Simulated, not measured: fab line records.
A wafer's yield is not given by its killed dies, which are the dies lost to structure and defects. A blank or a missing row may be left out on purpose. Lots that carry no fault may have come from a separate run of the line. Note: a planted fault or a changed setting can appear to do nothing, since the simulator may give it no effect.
8D (eight disciplines) problem report, filled in by code | flow sky130 | the parts of the form that need people (team, actions taken, sign-off) are left out

== 1. THE PROBLEM ==
Mean SD_P_OVL at SKY_SD_P_OVL_MEAS_08: -96.4 nm over 12 wafers in 4 lots; fault-free wafers: 0.4 nm, standard deviation 1.1. Relative to the usual mean, that is a shift of -88 standard deviations.
First seen on wafer L118.1, day 30 06:34, on overlay-02. Wafers with a number at this step in the record: 36, from 12 lots. Rule for "out" (also "out of limits"): further than 4 standard deviations from the usual mean. All remaining wafers that have a number are taken as sound.

== 2. WHAT IT IS, WHAT IT ISN'T ==
question                    | is                     | is not
which readings at this step | SD_P_OVL               | -
which lots                  | L118, L119, L121, L122 | L107, L109, L110, L111, L113, L115, L127, L128
which wafers of those lots  | all that have a number | -
read on which gauges        | overlay-01, overlay-02 | -
when                        | from day 30 06:34      | up to then (18 sound wafers); but 6 sound wafers of L127, L128 came after

== 3. SUSPECTS, AND WHAT RULES EACH OUT ==
Counting: a tool at a process step up to the reading stays a suspect if it ran every lot that is out and no sound lot after the first of them.
- the gauge at SKY_SD_P_OVL_MEAS_08 is ruled out. 2 gauges (overlay-01, overlay-02) read the wafers that are out.
- iline_stepper-02 at SKY_SD_P_EXPOSE_04 (exposes mask PSDM, target cd 380 nm): kept. Every lot that is out went through it, starting with L118 (day 29 17:00), and after that it ran no sound lot; the last sound lot it ran before then is L115 (day 28 13:39).
Left after counting: iline_stepper-02 at SKY_SD_P_EXPOSE_04.

== 4. THE CAUSE (what the simulator had put in) ==
Scanner matching overlay: iline_stepper-02, from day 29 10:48 on, at SKY_SD_P_EXPOSE_04. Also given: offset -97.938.
After counting, this tool was the only one left.

== 5. THE EFFECT CHAIN, in route order ==
Each row: a reading where the mean over the struck wafers with a number is more than 3 standard deviations away from the usual. Only readings whose record carries a usual standard deviation are examined. hours: median over the lots of the time between each lot's start at the first step of this table that gives one and its start at this step. sigmas: the change, counted in usual standard deviations.
hours | step                 | reading  | usual  | on struck wafers | change | sigmas
0     | SKY_SD_P_OVL_MEAS_08 | SD_P_OVL | 0.4 nm | -96.4            | -96.8  | -88
Later measuring or inspecting steps at which every struck wafer that the step has a row for has a number for every such reading, and none has moved that far: SKY_METAL1_RS_MEAS_05.

== 6. WHAT WOULD HAVE CAUGHT IT SOONER ==
Counted from the fault's start at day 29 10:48, it took 20 hours until the first out-of-limits reading at a measuring or inspecting step in this record, taken at day 30 06:34.
Of the tool readings at SKY_SD_P_EXPOSE_04 for which the record gives a usual standard deviation, none was out on any struck wafer, so an alarm limit of 4 standard deviations on them would not have fired.
Among the 4 lots that are out, L121, L122 began SKY_SD_P_EXPOSE_04 on iline_stepper-02 after day 30 06:34. A hold on the tool at that time would have spared those 2.
